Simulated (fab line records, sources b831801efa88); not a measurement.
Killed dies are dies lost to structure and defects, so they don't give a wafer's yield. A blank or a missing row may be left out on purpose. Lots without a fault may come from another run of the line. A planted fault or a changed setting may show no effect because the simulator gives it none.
Problem report in the 8D (eight disciplines) form, filled by code | flow gf180mcu | the parts of the form that need people (team, actions taken, sign-off) are left out

1. THE PROBLEM
HV_LDD_4_TW at GF_HV_LDD_TW_MEAS_50 reads a mean of 517 on 6 wafers of 2 lots; wafers without a fault read 570 with a standard deviation of 4.5. That is -12 standard deviations from the usual mean.
First seen on wafer L556.2, day 19 14:02, on film_metro-02. The record holds 42 wafers of 14 lots with a number at this step. Rule for "out", or "out of limits": more than 4 standard deviations from the usual mean. The other wafers with a number count as sound.

2. WHAT IT IS AND WHAT IT IS NOT
question                    | is                           | is not
which readings at this step | HV_LDD_4_TW                  | -
which lots                  | L556, L557                   | L535, L536, L537, L538, L539, L542, L543, L544, L545, L548, L549, L558
which wafers of those lots  | all that have a number       | -
read on which gauges        | film_metro-02, film_metro-04 | film_metro-01
when                        | from day 19 14:02            | up to then (33 sound wafers); but 3 sound wafers of L558 came after

3. SUSPECTS, AND WHAT RULES EACH OUT
Counting: a tool at a process step up to the reading stays a suspect if it ran every lot that is out and no sound lot after the first of them.
- the gauge at GF_HV_LDD_TW_MEAS_50: ruled out. The wafers that are out were read on 2 gauges (film_metro-02, film_metro-04).
- implanter-03 at GF_HV_LDD_IMPLANT_48: kept. It ran every lot that is out, first L556 (day 19 13:48), and no sound lot after that; its last sound lot up to then is L548 (day 16 21:12). Its own readings are out on those wafers: beam_energy_keV.
Left after counting: implanter-03 at GF_HV_LDD_IMPLANT_48.

4. THE CAUSE (what the simulator had put in)
Process parameter drift: implanter-03, from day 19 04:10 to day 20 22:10, at GF_HV_LDD_IMPLANT_48. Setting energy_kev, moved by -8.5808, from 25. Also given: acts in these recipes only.
Counting left only this tool.

5. THE CHAIN OF EFFECTS, in route order
Each row: a reading whose mean over the struck wafers that have a number lies more than 3 standard deviations from the usual. Only readings for which the record gives a usual standard deviation are gone through. hours: the time from each lot's start at the first step in this table that gives one to its start at this step, as a median over the lots. sigmas: the change in usual standard deviations.
hours | step                 | reading         | usual  | on struck wafers | change | sigmas
0     | GF_HV_LDD_IMPLANT_48 | beam_energy_keV | 25.000 | 16.422           | -8.578 | -99 or more
0     | GF_HV_LDD_TW_MEAS_50 | HV_LDD_4_TW     | 570    | 517              | -53    | -12
The process steps in it:
- GF_HV_LDD_IMPLANT_48
Later measuring or inspecting steps at which every struck wafer that the step has a row for has a number for every such reading, and none has moved that far: GF_M3_CD_MEAS_14.

6. WHAT WOULD HAVE CAUGHT IT SOONER
In this record the first reading out of limits at a measuring or inspecting step was taken at day 19 14:02, 10 hours after the fault began at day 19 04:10.
The tool's own readings at GF_HV_LDD_IMPLANT_48 were out on every struck wafer that the step has a row for (beam_energy_keV): an alarm limit on them would have fired on the first of those.
Of the lots that are out (2), L557 began GF_HV_LDD_IMPLANT_48 on implanter-03 after day 19 14:02. A hold on the tool at that time would have spared it.
